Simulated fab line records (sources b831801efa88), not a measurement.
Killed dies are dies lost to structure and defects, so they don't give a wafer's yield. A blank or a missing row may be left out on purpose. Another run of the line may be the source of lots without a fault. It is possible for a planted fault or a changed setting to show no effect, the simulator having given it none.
The tool behind it: which one? || flow sky130 || 10 lots, 30 wafers sampled, at 5 steps of a route of 708

## WHAT THE GAUGES SHOWED, per wafer
SKY_CAPM_RS_MEAS_03: a four-point-probe measurement.
{"lot": "L959", "measured": "day 37 00:15", "on": "film metro-03", "CAPM_TIN_RS (ohm/sq)": "6.86 6.81 6.93"}
{"lot": "L960", "measured": "day 37 12:19", "on": "film metro-03", "CAPM_TIN_RS (ohm/sq)": "6.95 6.92 6.90"}
{"lot": "L961", "measured": "day 37 15:27", "on": "film metro-01", "CAPM_TIN_RS (ohm/sq)": "6.97 7.00 6.95"}
{"lot": "L963", "measured": "day 38 03:50", "on": "film metro-03", "CAPM_TIN_RS (ohm/sq)": "6.89 6.93 6.91"}
{"lot": "L965", "measured": "day 38 21:29", "on": "film metro-01", "CAPM_TIN_RS (ohm/sq)": "6.90 6.86 6.85"}
{"lot": "L972", "measured": "day 40 22:41", "on": "film metro-03", "CAPM_TIN_RS (ohm/sq)": "7.02 6.99 7.13"}
{"lot": "L973", "measured": "day 41 11:52", "on": "film metro-02", "CAPM_TIN_RS (ohm/sq)": "6.60 6.62 6.58"}
{"lot": "L975", "measured": "day 41 14:16", "on": "film metro-02", "CAPM_TIN_RS (ohm/sq)": "6.84 6.88 6.86"}
{"lot": "L976", "measured": "day 41 20:56", "on": "film metro-02", "CAPM_TIN_RS (ohm/sq)": "6.62 6.67 6.65"}
{"lot": "L981", "measured": "day 43 06:11", "on": "film metro-01", "CAPM_TIN_RS (ohm/sq)": "6.92 6.99 6.94"}

## WHICH TOOL RAN EACH LOT (tool, then ch and the chambers of the sampled wafers, then the start)
{"lot": "L959", "SKY_METAL2_SPUTTER_03": "pvd sputter-02, day 34 17:14", "SKY_METAL2_ETCH_18": "rie metal-03 ch 0,1, day 35 19:19", "SKY_CAPM_CVD_00": "pecvd-02 ch 0,2, day 37 00:04", "SKY_CAPM_SPUTTER_02": "pvd sputter-02, day 37 00:08"}
{"lot": "L960", "SKY_METAL2_SPUTTER_03": "pvd sputter-04, day 35 03:47", "SKY_METAL2_ETCH_18": "rie metal-03 ch 0,1, day 36 06:19", "SKY_CAPM_CVD_00": "pecvd-03 ch 0,1,2, day 37 12:05", "SKY_CAPM_SPUTTER_02": "pvd sputter-02, day 37 12:11"}
{"lot": "L961", "SKY_METAL2_SPUTTER_03": "pvd sputter-03, day 35 08:37", "SKY_METAL2_ETCH_18": "rie metal-03 ch 0,1, day 36 11:15", "SKY_CAPM_CVD_00": "pecvd-02 ch 1,2, day 37 15:16", "SKY_CAPM_SPUTTER_02": "pvd sputter-02, day 37 15:20"}
{"lot": "L963", "SKY_METAL2_SPUTTER_03": "pvd sputter-03, day 35 21:02", "SKY_METAL2_ETCH_18": "rie metal-01 ch 0,1, day 36 23:13", "SKY_CAPM_CVD_00": "pecvd-04 ch 0,1,2, day 38 03:39", "SKY_CAPM_SPUTTER_02": "pvd sputter-02, day 38 03:44"}
{"lot": "L965", "SKY_METAL2_SPUTTER_03": "pvd sputter-04, day 36 14:19", "SKY_METAL2_ETCH_18": "rie metal-01 ch 0,1, day 37 16:54", "SKY_CAPM_CVD_00": "pecvd-03 ch 1,2, day 38 21:17", "SKY_CAPM_SPUTTER_02": "pvd sputter-01, day 38 21:22"}
{"lot": "L972", "SKY_METAL2_SPUTTER_03": "pvd sputter-04, day 38 18:32", "SKY_METAL2_ETCH_18": "rie metal-04 ch 0,1, day 39 19:24", "SKY_CAPM_CVD_00": "pecvd-02 ch 0,1, day 40 22:28", "SKY_CAPM_SPUTTER_02": "pvd sputter-02, day 40 22:34"}
{"lot": "L973", "SKY_METAL2_SPUTTER_03": "pvd sputter-02, day 39 08:08", "SKY_METAL2_ETCH_18": "rie metal-01 ch 0,1, day 40 09:10", "SKY_CAPM_CVD_00": "pecvd-03 ch 0,1,2, day 41 11:38", "SKY_CAPM_SPUTTER_02": "pvd sputter-02, day 41 11:42"}
{"lot": "L975", "SKY_METAL2_SPUTTER_03": "pvd sputter-04, day 39 10:34", "SKY_METAL2_ETCH_18": "rie metal-03 ch 0, day 40 11:28", "SKY_CAPM_CVD_00": "pecvd-02 ch 1,2, day 41 14:02", "SKY_CAPM_SPUTTER_02": "pvd sputter-01, day 41 14:07"}
{"lot": "L976", "SKY_METAL2_SPUTTER_03": "pvd sputter-02, day 39 17:49", "SKY_METAL2_ETCH_18": "rie metal-04 ch 0,1, day 40 18:03", "SKY_CAPM_CVD_00": "pecvd-04 ch 0,1,2, day 41 20:43", "SKY_CAPM_SPUTTER_02": "pvd sputter-02, day 41 20:48"}
{"lot": "L981", "SKY_METAL2_SPUTTER_03": "pvd sputter-02, day 41 03:43", "SKY_METAL2_ETCH_18": "rie metal-03 ch 0, day 42 03:37", "SKY_CAPM_CVD_00": "pecvd-04 ch 0,1, day 43 05:59", "SKY_CAPM_SPUTTER_02": "pvd sputter-03, day 43 06:04"}
- SKY_METAL2_SPUTTER_03: material Ti, target thk 5 nm, time 3.3 s.
- SKY_METAL2_ETCH_18: etches BARC in N2/H2, stops on SiO2, time 45.9 s, target depth 60 nm.
- SKY_CAPM_CVD_00: deposits SiO2, target thk 15.5 nm.
- SKY_CAPM_SPUTTER_02: material TiN, target thk 200 nm, time 166.7 s.

## THE ANSWER, worked out from the rows above alone
Rule: the lots themselves supply what counts as usual. The widest of any qualifying gaps counts: lots, ordered by their means at a reading, are off when they make up no more than a third of the lots, leave a main group of 4 or more, and stand apart from it by 3 or more times the standard deviation of that group's means. If all means in a main group match to the digits the tables above print for the reading, that group is not used. Also off: a lot with no number at a reading for which 4 or more lots have one. The other lots that the step has rows for count as sound.
Off: L973, L976, seen at SKY_CAPM_RS_MEAS_03 (CAPM_TIN_RS). Mean 6.92 ohm/sq and standard deviation 0.06 in the main group.
A tool fits if, at a process step before that reading, it ran every lot that is off, and no sound lot after the first of them. Gauges at SKY_CAPM_RS_MEAS_03: tried the same way as those tools. One candidate fits, namely pvd sputter-02 at SKY_CAPM_SPUTTER_02. Its last sound lot is L972 (day 40 22:34), its first lot that is off L973 (day 41 11:42): a fault that began between those two fits.

## WHAT WAS PUT IN BY THE SIMULATOR
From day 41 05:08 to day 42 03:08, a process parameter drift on pvd sputter-02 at SKY_CAPM_SPUTTER_02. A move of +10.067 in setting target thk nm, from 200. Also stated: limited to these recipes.
Lots struck among those shown: L973, L976. The same result came from the rule above.
